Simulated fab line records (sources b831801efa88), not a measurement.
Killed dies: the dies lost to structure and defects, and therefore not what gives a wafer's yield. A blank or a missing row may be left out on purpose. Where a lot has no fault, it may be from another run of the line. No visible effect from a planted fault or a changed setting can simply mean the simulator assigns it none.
fab line records	flow sky130
record: lots: 5	wafers: 15	last-day: 50
route steps=708 shown VIA4@650 METAL5@661 PAD_OPEN@708
lots untouched by any fault: they come from a run of this same line in which no faults occurred
start-h: hours from the record's opening day to when the first of the lot's shown wafers began	wait-h: hours from the lot's prior step to this one	" the same as in the row above	L1.1+2: a single row standing in for several wafers	- no value, or no start was given	* or withheld: withheld	< > ~ a bound
route shown NAME@n: names a module that has steps shown in the file, with the first one's number in the route	usual: mean/standard deviation of fault-free wafers	same: alike in all rows	chamber/n: place in a boat	sites: readings site by site	_std_site: the values' standard deviation	_edge_site: inner sites' mean taken away from outer sites' mean	radius-mm: how far each site lies from the wafer's centre	mask NAME#n: copy n	behind: the tool/chamber that last shaped the wafer	hold: the reason the lot was held/the length of the hold in hours/how it ended	device: whichever transistor did not switch (one of n, p or np)	end of line: tests of these same wafers at the route's end	for a step that has no rows: nothing shown but its recipe	killed: not the wafer's yield, but the dies lost to structure and defects at the first sort	map: a wafer's dies, marking killed ones x, the rest . and places with no die _
set.NAME: the run value of the setting; set.NAME@STEP: its run value at that earlier step	model.NAME: the simulator's own value behind a step, which no gauge read
lots seen at some steps along the route; tables by step, rows by wafer
services: a tool's chamber out of use, with start hour (start-h, from the record's first day; less than 0 if before it), hours out, and reason
== steps ==
step: SKY_VIA4_OVL_MEAS_11
usual: VIA4_OVL: 0.0/1.4
lot.wafer	tool	chamber	start-h	wait-h	VIA4_OVL[nm]
L343.2	overlay-02	-	1024.33	0.1	1.2
L343.3	"	-	"	"	2.0
L343.4	"	-	"	"	0.0
L349.1	overlay-02	-	1054.86	0.1	1.0
L349.3	"	-	"	"	2.0
L349.6	"	-	"	"	0.6
L353.1	overlay-01	-	1082.81	0.1	-0.9
L353.2	"	-	"	"	0.5
L353.4	"	-	"	"	0.4
L361.2	overlay-02	-	1129.33	0.1	0.0
L361.4	"	-	"	"	-1.0
L361.5	"	-	"	"	-0.5
L364.1	overlay-02	-	1143.54	0.1	3.7
L364.3	"	-	"	"	3.7
L364.4	"	-	"	"	4.3
step: SKY_VIA4_ETCH_12
recipe: target: SiO2	chemistry: C4F8/O2/Ar	stop-on: TiN	mask-material: NOVOLAK	source-w: 1500	bias-w: 1200	pressure-mtorr: 40	c4f8-flow-sccm: withheld	O2_flow_sccm: 6	Ar_flow_sccm: 300	time-s: withheld	target-depth-a: 5800
usual: bias-w: 1200/3.8	oes-product-au: 0.926/0.0049
lot.wafer	tool	chamber	start-h	wait-h	bias-w	oes-product-au
L343.2	rie-diel-03	0	1024.36	0.0	1196	0.927
L343.3	"	1	"	"	1204	0.921
L343.4	"	3	"	"	1209	0.921
L349.1	rie-diel-04	3	1054.89	0.0	1201	0.920
L349.3	"	0	"	"	1199	0.919
L349.6	"	1	"	"	1205	0.930
L353.1	rie-diel-04	1	1082.84	0.0	1204	0.920
L353.2	"	3	"	"	1198	0.929
L353.4	"	2	"	"	1196	0.925
L361.2	rie-diel-01	3	1129.36	0.0	1199	0.923
L361.4	"	2	"	"	1196	0.932
L361.5	"	3	"	"	1197	0.922
L364.1	rie-diel-01	2	1143.57	0.0	1200	0.925
L364.3	"	0	"	"	1199	0.924
L364.4	"	1	"	"	1198	0.930
step: SKY_VIA4_STRIP_13
recipe: chemistry: O2/N2	power-w: 1400	pressure-mtorr: 1500	platen-temp-c: withheld	o2-flow-sccm: 3000	n2-flow-sccm: 300	overash-fraction: 0.5
usual: drypump-motor-current-A: 5.8/0.51	oes-product-au: 0.710/0.0039	strip-time-to-endpoint-s: 12.811/0.026
lot.wafer	tool	chamber	start-h	wait-h	drypump-motor-current-A	oes-product-au	rf-hours-counter-h	strip-time-to-endpoint-s
L343.2	plasma-asher-04	0	1024.44	-	5.8	0.706	29	12.820
L343.3	"	1	"	"	5.1	0.712	-	12.783
L343.4	"	0	"	"	5.8	0.709	-	12.822
L349.1	plasma-asher-03	1	1054.97	-	5.6	0.708	129	12.774
L349.3	"	0	"	"	6.5	0.714	-	12.795
L349.6	"	1	"	"	5.6	0.709	-	12.795
L353.1	plasma-asher-01	1	1082.92	-	6.3	0.712	61	12.821
L353.2	"	0	"	"	5.3	0.714	61	12.750
L353.4	"	0	"	"	5.3	0.716	-	12.791
L361.2	plasma-asher-01	1	1129.44	-	6.3	0.712	66	12.786
L361.4	"	0	"	"	5.3	0.710	-	12.808
L361.5	"	1	"	"	6.3	0.710	-	12.830
L364.1	plasma-asher-04	1	1143.65	-	5.1	0.716	40	12.822
L364.3	"	0	"	"	5.8	0.710	-	12.816
L364.4	"	1	"	"	5.1	0.702	-	12.819
step: SKY_VIA4_STRIP_14
recipe: chemistry: post-etch-residue-remover	time-s: 1200	temp-c: 72.5
step: SKY_VIA4_CLEAN_15
recipe: chemistry: IPA	time-s: 180	temp-c: 25
step: SKY_VIA4_CLEAN_16
recipe: chemistry: O3/DIW	dry: n2-spin
step: SKY_VIA4_SPUTTER_17
recipe: material: TiN	target-thk-nm: 20	chamber-pressure-pa: 5	power-w: 4000	time-s: 80
usual: cathode-dc-power-W: 3999.9/0.7	throttle-valve-pct: 30.2/0.94
lot.wafer	tool	chamber	start-h	wait-h	cathode-dc-power-W	throttle-valve-pct
L343.2	pvd-sputter-03	-	1025.03	0.0	3999.2	29.3
L343.3	"	-	"	"	3999.1	29.4
L343.4	"	-	"	"	4000.9	30.0
L349.1	pvd-sputter-03	-	1055.99	0.0	4000.4	29.3
L349.3	"	-	"	"	4000.2	29.5
L349.6	"	-	"	"	4000.8	30.5
L353.1	pvd-sputter-02	-	1083.55	0.0	4000.5	31.3
L353.2	"	-	"	"	3999.5	29.6
L353.4	"	-	"	"	4000.5	31.4
L361.2	pvd-sputter-02	-	1130.13	0.0	3999.4	31.5
L361.4	"	-	"	"	4000.4	31.4
L361.5	"	-	"	"	4000.8	31.5
L364.1	pvd-sputter-03	-	1144.60	0.0	3999.0	29.9
L364.3	"	-	"	"	3998.3	29.5
L364.4	"	-	"	"	3999.2	29.4
step: SKY_VIA4_CVD_18
recipe: material: W	target-thk-nm: 505	time-s: 152.14	temp-c: 400	pressure-torr: 40
usual: heater-power-w: 846/73	susceptor-temp-C: 400.00/0.25
lot.wafer	tool	chamber	start-h	wait-h	heater-power-w	susceptor-temp-C
L343.2	cvd-w-01	1	1025.14	0.1	922	400.18
L343.3	"	1	"	"	904	400.07
L343.4	"	1	"	"	921	400.15
L349.1	cvd-w-02	1	1056.05	0.0	865	400.24
L349.3	"	0	"	"	693	399.99
L349.6	"	0	"	"	702	399.93
L353.1	cvd-w-01	0	1083.71	0.1	835	399.85
L353.2	"	1	"	"	929	399.95
L353.4	"	0	"	"	831	400.32
L361.2	cvd-w-01	0	1130.24	0.1	829	400.08
L361.4	"	0	"	"	830	400.14
L361.5	"	0	"	"	836	400.12
L364.1	cvd-w-01	0	1144.66	0.0	831	399.62
L364.3	"	0	"	"	841	399.82
L364.4	"	0	"	"	846	399.53
step: SKY_VIA4_RS_MEAS_19
recipe: thk-meas-gauge: four-point-probe	reads: W_of_VIA4_CVD_18+TiN_of_VIA4_SPUTTER_17
usual: VIA4_W_RS: 0.2255/0.0027
lot.wafer	tool	chamber	start-h	wait-h	VIA4_W_RS[ohm/sq]
L343.2	film-metro-02	-	1025.41	0.2	0.2265
L343.3	"	-	"	"	0.2285
L343.4	"	-	"	"	0.2294
L349.1	film-metro-04	-	1056.20	0.1	0.2235
L349.3	"	-	"	"	0.2208
L349.6	"	-	"	"	0.2225
L353.1	film-metro-03	-	1083.86	0.1	0.2249
L353.2	"	-	"	"	0.2231
L353.4	"	-	"	"	0.2218
L361.2	film-metro-02	-	1130.51	0.2	0.2289
L361.4	"	-	"	"	0.2300
L361.5	"	-	"	"	0.2296
L364.1	film-metro-04	-	1144.96	0.3	0.2255
L364.3	"	-	"	"	0.2269
L364.4	"	-	"	"	0.2291
step: SKY_VIA4_THK_MEAS_20
recipe: thk-meas-gauge: xrf	reads: W_of_VIA4_CVD_18
usual: VIA4_W_THK: 506/7.3
lot.wafer	tool	chamber	start-h	wait-h	VIA4_W_THK[nm]
L343.2	film-metro-02	-	1025.52	0.1	501
L343.3	"	-	"	"	499
L343.4	"	-	"	"	499
L349.1	film-metro-04	-	1056.32	0.1	513
L349.3	"	-	"	"	524
L349.6	"	-	"	"	518
L353.1	film-metro-03	-	1083.98	0.1	504
L353.2	"	-	"	"	510
L353.4	"	-	"	"	511
L361.2	film-metro-02	-	1130.62	0.1	496
L361.4	"	-	"	"	495
L361.5	"	-	"	"	493
L364.1	film-metro-04	-	1145.08	0.1	511
L364.3	"	-	"	"	508
L364.4	"	-	"	"	506
step: SKY_VIA4_CMP_21
recipe: stop-on: SiO2	t-overpolish-s: 25	down-force-psi: 3.5	platen-rpm: 60	target-thk-nm: 0	pad-velocity-m-s: 0.94248
step: SKY_METAL5_SPUTTER_00
recipe: material: Ti	target-thk-nm: 15	power-w: 3000	time-s: 10	chamber-pressure-pa: 0.4
step: SKY_METAL5_SPUTTER_01
recipe: material: TiN	target-thk-nm: 20	power-w: 6500	time-s: 16.7	chamber-pressure-pa: 0.4
usual: cathode-dc-power-W: 6500.1/1.2	throttle-valve-pct: 30.5/0.92
lot.wafer	tool	chamber	start-h	wait-h	cathode-dc-power-W	throttle-valve-pct	model.TiN_of_METAL5_SPUTTER_01.thk-nm
L343.2	pvd-sputter-02	-	1025.89	0.0	6500.0	31.4	19.67
L343.3	"	-	"	"	6500.7	31.4	19.62
L343.4	"	-	"	"	6500.4	29.6	20.11
L349.1	pvd-sputter-04	-	1056.71	0.0	6500.1	30.7	19.95
L349.3	"	-	"	"	6501.2	29.8	20.02
L349.6	"	-	"	"	6501.4	31.4	20.03
L353.1	pvd-sputter-04	-	1084.56	0.0	5956.2	29.7	18.48
L353.2	"	-	"	"	6497.7	31.4	20.25
L353.4	"	-	"	"	6501.4	29.7	20.13
L361.2	pvd-sputter-01	-	1130.99	0.0	6501.4	31.5	20.02
L361.4	"	-	"	"	6499.4	31.0	19.9
L361.5	"	-	"	"	6501.4	29.0	20.01
L364.1	pvd-sputter-01	-	1145.46	0.0	6499.3	28.6	20.2
L364.3	"	-	"	"	6500.8	29.2	19.7
L364.4	"	-	"	"	6501.2	31.3	19.77
step: SKY_METAL5_SPUTTER_02
recipe: material: AlCu	target-thk-nm: 1150	power-w: 10600	time-s: 61.2	chamber-pressure-pa: 0.4
usual: cathode-dc-power-W: 10600/1.9	throttle-valve-pct: 30.5/0.91
lot.wafer	tool	chamber	start-h	wait-h	cathode-dc-power-W	throttle-valve-pct
L343.2	pvd-sputter-02	-	1025.92	0.0	10600	31.2
L343.3	"	-	"	"	10601	31.0
L343.4	"	-	"	"	10601	29.5
L349.1	pvd-sputter-04	-	1056.73	0.0	10601	30.7
L349.3	"	-	"	"	10600	29.4
L349.6	"	-	"	"	10600	31.4
L353.1	pvd-sputter-04	-	1084.59	0.0	10599	29.9
L353.2	"	-	"	"	10600	31.3
L353.4	"	-	"	"	10595	29.7
L361.2	pvd-sputter-01	-	1131.02	0.0	10598	31.1
L361.4	"	-	"	"	10597	30.6
L361.5	"	-	"	"	10597	29.2
L364.1	pvd-sputter-01	-	1145.49	0.0	10602	28.8
L364.3	"	-	"	"	10600	29.2
L364.4	"	-	"	"	10600	31.4
step: SKY_PAD_OPEN_PROBE_99
usual: defect-limited-yield: 82.1/1.9	killed_at_M0_to_M3: 44/7.3	killed_at_M4_up: 3.5/1.8	killed-at-contacts: 24/5.8	killed-at-front-end: 16/4.3	killed-at-other: 0.5/0.68	killed-dies: 88/9.4	killed-open: 48/6.8	killed-short: 40/6.1	sort_bin_3_pad_short: 0.9/0.39	sort_bin_5_function: 10.5/1.4	sort_bin_6_memory: 6.4/1.1	sort-n-pass: 404/9.4	sort-yield-pct: 82.1/1.9
same: gross-dies: 492	killed-at-back-side: 0	sort_bin_4_leakage[%]: 0	sort_bin_8_speed[%]: 0
lot.wafer	tool	chamber	start-h	wait-h	defect-limited-yield[%]	killed_at_M0_to_M3	killed_at_M4_up	killed-at-contacts	killed-at-front-end	killed-at-other	killed-dies	killed-open	killed-short	sort_bin_3_pad_short[%]	sort_bin_5_function[%]	sort_bin_6_memory[%]	sort-n-pass	sort-yield-pct[%]
L343.2	prober-02	-	1093.88	0.1	82.3	43	5	26	13	0	87	45	41	0.6	11.0	6.1	405	82.3
L343.3	prober-02	-	1093.93	0.2	83.5	41	3	23	14	0	81	48	32	0.6	9.1	6.7	411	83.5
L343.4	prober-02	-	1093.98	0.2	83.1	40	3	22	18	0	83	44	39	1.0	10.6	5.3	409	83.1
L349.1	prober-01	-	1121.86	0.1	82.1	46	4	18	19	1	88	42	45	0.6	10.8	6.5	404	82.1
L349.3	prober-01	-	1121.96	0.2	80.7	58	3	16	18	0	95	54	40	1.4	10.6	7.3	397	80.7
L349.6	prober-01	-	1122.11	0.2	81.3	42	2	24	22	2	92	46	42	0.6	11.4	6.7	400	81.3
L353.1	prober-01	-	1146.46	0.1	81.7	44	6	21	19	0	90	47	43	0.8	11.6	5.9	402	81.7
L353.2	prober-01	-	1146.51	0.1	82.3	55	2	18	12	0	87	52	35	1.2	10.6	5.9	405	82.3
L353.4	prober-01	-	1146.61	0.2	83.9	51	3	7	18	0	79	46	33	0.8	9.8	5.5	413	83.9
L361.2	prober-01	-	1187.35	0.1	79.9	54	2	29	14	0	99	65	34	1.2	11.0	7.9	393	79.9
L361.4	prober-01	-	1187.45	0.2	81.7	48	3	30	9	0	90	57	33	1.4	9.3	7.5	402	81.7
L361.5	prober-01	-	1187.50	0.2	83.1	41	5	26	11	0	83	47	36	0.6	10.0	6.3	409	83.1
L364.1	prober-02	-	1198.05	0.1	82.7	41	3	27	13	1	85	46	39	1.0	10.6	5.7	407	82.7
L364.3	prober-02	-	1198.15	0.2	85.4	28	4	24	14	2	72	43	27	1.2	9.3	4.1	420	85.4
L364.4	prober-02	-	1198.20	0.2	84.1	45	3	18	12	0	78	45	33	1.2	8.9	5.7	414	84.1
killed by level:class
L343.2 VIA1:geometric-particle:open=12 VIA3:geometric-particle:open=11 CONTACT:geometric-particle:short=10 LI_CONTACT:geometric-particle:open=5 CONTACT:geometric-particle:open=5 METAL4:geometric-particle:short=5 METAL1:geometric-particle:short=4 VIA2:geometric-particle:short=4
L343.3 CONTACT:geometric-particle:open=10 VIA1:geometric-particle:open=10 VIA1:geometric-particle:short=6 VIA2:geometric-particle:open=6 FIELD_ISO:geometric-particle:open=5 LOCAL_INTERCONNECT:geometric-particle:short=5 VIA3:geometric-particle:open=5 LI_CONTACT:geometric-particle:open=4
L343.4 LI_CONTACT:geometric-particle:open=8 CONTACT:geometric-particle:open=8 METAL2:geometric-particle:short=7 VIA2:geometric-particle:open=7 POLY_GATE:geometric-particle:short=6 VIA1:geometric-particle:open=6 POLY_GATE:geometric-particle:open=5 VIA1:geometric-particle:short=4
L349.1 VIA1:geometric-particle:open=13 POLY_GATE:geometric-particle:short=8 METAL3:geometric-particle:short=7 VIA3:geometric-particle:open=7 METAL1:geometric-particle:short=6 LI_CONTACT:geometric-particle:open=6 LOCAL_INTERCONNECT:geometric-particle:short=5 POLY_GATE:geometric-particle:open=4
L349.3 VIA1:geometric-particle:open=15 METAL1:geometric-particle:short=9 LI_CONTACT:geometric-particle:open=7 VIA2:geometric-particle:open=6 CONTACT:geometric-particle:open=6 VIA3:geometric-particle:open=6 POLY_GATE:geometric-particle:open=5 VIA1:geometric-particle:short=5
L349.6 LI_CONTACT:geometric-particle:open=7 VIA1:geometric-particle:short=7 VIA2:geometric-particle:open=7 CONTACT:geometric-particle:open=6 VIA3:geometric-particle:open=6 FIELD_ISO:geometric-particle:open=5 POLY_GATE:geometric-particle:short=5 CONTACT:geometric-particle:short=5
L353.1 LI_CONTACT:geometric-particle:open=9 CONTACT:geometric-particle:open=8 METAL1:geometric-particle:short=8 VIA1:geometric-particle:open=8 METAL2:geometric-particle:short=7 METAL4:geometric-particle:short=5 VIA2:geometric-particle:open=5 SPACER:geometric-particle:short=4
L353.2 VIA1:geometric-particle:open=15 LI_CONTACT:geometric-particle:open=8 METAL1:geometric-particle:short=8 VIA3:geometric-particle:open=8 CONTACT:geometric-particle:open=7 VIA2:geometric-particle:open=7 VIA2:geometric-particle:short=5 VIA3:geometric-particle:short=4
L353.4 VIA1:geometric-particle:open=17 FIELD_ISO:geometric-particle:open=7 VIA3:geometric-particle:open=7 METAL1:geometric-particle:short=7 METAL2:geometric-particle:short=6 POLY_GATE:geometric-particle:short=4 VIA1:geometric-particle:short=4 CONTACT:geometric-particle:open=3
L361.2 VIA3:geometric-particle:open=14 VIA1:geometric-particle:open=13 LI_CONTACT:geometric-particle:open=10 CONTACT:geometric-particle:open=10 VIA2:geometric-particle:open=6 CONTACT:geometric-particle:short=5 VIA1:geometric-particle:short=5 METAL2:geometric-particle:short=5
L361.4 CONTACT:geometric-particle:open=13 VIA1:geometric-particle:open=11 VIA2:geometric-particle:open=11 LI_CONTACT:geometric-particle:open=9 METAL2:geometric-particle:short=6 VIA3:geometric-particle:open=5 LOCAL_INTERCONNECT:geometric-particle:short=4 CONTACT:geometric-particle:short=4
L361.5 CONTACT:geometric-particle:open=13 VIA3:geometric-particle:open=8 LI_CONTACT:geometric-particle:open=7 METAL1:geometric-particle:short=6 VIA1:geometric-particle:open=5 METAL2:geometric-particle:short=4 VIA3:geometric-particle:short=4 VIA1:geometric-particle:short=4
L364.1 VIA2:geometric-particle:open=7 VIA2:geometric-particle:short=7 VIA3:geometric-particle:open=7 LOCAL_INTERCONNECT:geometric-particle:short=6 LI_CONTACT:geometric-particle:open=6 CONTACT:geometric-particle:open=6 VIA1:geometric-particle:open=6 METAL2:geometric-particle:short=5
L364.3 CONTACT:geometric-particle:open=14 LI_CONTACT:geometric-particle:open=5 VIA3:geometric-particle:open=5 SPACER:geometric-particle:short=4 METAL1:geometric-particle:short=4 VIA1:geometric-particle:open=4 VIA2:geometric-particle:open=4 POLY_GATE:geometric-particle:open=3
L364.4 VIA2:geometric-particle:open=10 METAL2:geometric-particle:short=8 LI_CONTACT:geometric-particle:open=7 CONTACT:geometric-particle:open=5 POLY_GATE:geometric-particle:open=4 METAL1:geometric-particle:short=4 VIA1:geometric-particle:open=4 VIA2:geometric-particle:short=4
== services ==
tool	chamber	start-h	hours	kind
plasma-asher-03	-	1008.37	1.1	repair
plasma-asher-01	-	1033.82	2.5	repair
rie-diel-01	-	1037.99	0.7	repair
plasma-asher-01	-	1038.57	4.5	repair
pvd-sputter-04	0	1039.21	-	consumable-replace:kit
pvd-sputter-04	0	1039.21	18.0	scheduled-down
pvd-sputter-04	0	1039.21	18.0	vent-cycle
plasma-asher-04	-	1045.63	7.2	repair
pvd-sputter-03	-	1046.33	5.4	repair
rie-diel-04	2	1049.93	6.1	repair
plasma-asher-03	-	1055.25	9.0	pm
plasma-asher-01	-	1064.22	4.4	repair
cvd-w-02	-	1083.14	2.8	pm
plasma-asher-04	-	1084.60	4.6	repair
plasma-asher-01	-	1088.51	4.0	pm
rie-diel-04	1	1089.74	7.3	repair
cvd-w-01	-	1098.56	0.9	repair
pvd-sputter-04	3	1103.95	-	consumable-replace:kit
pvd-sputter-04	3	1103.95	18.0	scheduled-down
cvd-w-01	1	1118.03	30.1	repair
pvd-sputter-01	-	1121.84	8.5	repair
pvd-sputter-03	-	1136.36	2.7	repair
rie-diel-04	2	1136.88	36.8	repair
cvd-w-02	0	1138.33	3.2	repair
== key ==
first-sign: step: SKY_METAL5_SPUTTER_01	reading: cathode-dc-power-W	direction: down	sigmas: 99+	usual: 6500.1	struck: 5956.2
effect none on later readings
model-effect: step: SKY_METAL5_SPUTTER_01	value: TiN_of_METAL5_SPUTTER_01.thk-nm	without: 20.16	struck: 18.48
met-at SKY_METAL5_SPUTTER_01
struck-wafers L353.1
onset-between 1056.71 1084.56
fault: kind: process-parameter-drift	tool: pvd-sputter-04	chamber: -	onset-h: 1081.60	steps: SKY_METAL5_SPUTTER_01	channel: power-w	offset: *	shape: step	end-h: 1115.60	acts-in: *	stated: *	scope: struck-wafers-only
